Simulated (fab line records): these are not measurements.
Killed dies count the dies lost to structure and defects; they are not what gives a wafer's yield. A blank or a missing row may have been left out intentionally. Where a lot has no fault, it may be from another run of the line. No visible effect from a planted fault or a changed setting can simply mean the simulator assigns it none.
Matching of chambers + flow sky130 + SKY_CONTACT_ETCH_17 on rieDiel-04 has 4 sister chambers
The step etches SiO2 in C4F8/O2/Ar, stops on Si3N4, target depth 340 nm. 14 wafers are shown with their chamber, then 7 later ones without.

== WAFERS WITH THEIR CHAMBER ==
| wafer  | chamber | oesProductAu (a.u.) |
|--------|---------|---------------------|
| L079.1 | 1       | 0.890               |
| L079.3 | 0       | 0.887               |
| L079.6 | 3       | 0.891               |
| L084.2 | 3       | 0.888               |
| L084.5 | 3       | 0.892               |
| L084.6 | 2       | 0.893               |
| L085.1 | 0       | 0.892               |
| L085.2 | 3       | 0.895               |
| L085.6 | 0       | 0.899               |
| L086.2 | 2       | 0.896               |
| L086.5 | 0       | 0.886               |
| L086.6 | 3       | 0.888               |
| L087.2 | 3       | 0.884               |
| L087.4 | 0       | 0.882               |

SIGNATURES, as means of the wafers listed above
| reading      | chamber 0 | chamber 1 | chamber 2 | chamber 3 | scatter within a chamber |
|--------------|-----------|-----------|-----------|-----------|--------------------------|
| oesProductAu | 0.88920   | 0.89000   | 0.89450   | 0.88967   | 0.00499                  |
Rule: a wafer's distance from a chamber is the root of the sum, over the readings, of the square of ((its reading less the chamber's mean) divided by the reading's scatter). If the next closest chamber is less than 2 further off than the closest, the wafer can't be placed; otherwise it belongs to the closest. How the scatter is found: for the shown wafers, subtract from each reading the mean of its chamber, square and add these, divide the total by (wafers less chambers), then take the root.

== WAFERS WHOSE CHAMBER IS MISSING ==
| wafer  | oesProductAu (a.u.) |
|--------|---------------------|
| L087.5 | 0.888               |
| L089.1 | 0.894               |
| L089.2 | 0.894               |
| L089.6 | 0.891               |
| L094.1 | 0.892               |
| L094.5 | 0.887               |
| L094.6 | 0.888               |

== WHICH CHAMBER EACH WENT THROUGH ==
| wafer  | from the rows above               | in truth |
|--------|-----------------------------------|----------|
| L087.5 | can't be placed: 0 or 3 or 1 or 2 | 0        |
| L089.1 | can't be placed: 2 or 1 or 3 or 0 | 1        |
| L089.2 | can't be placed: 2 or 1 or 3 or 0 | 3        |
| L089.6 | can't be placed: 1 or 3 or 0 or 2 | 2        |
| L094.1 | can't be placed: 1 or 3 or 2 or 0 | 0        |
| L094.5 | can't be placed: 0 or 3 or 1 or 2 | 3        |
| L094.6 | can't be placed: 0 or 3 or 1 or 2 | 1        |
Correctly placed: 0 of 7. Cannot be placed on the basis of these rows: 7; the candidates contain the true chamber in 7. 0 placed wrongly.
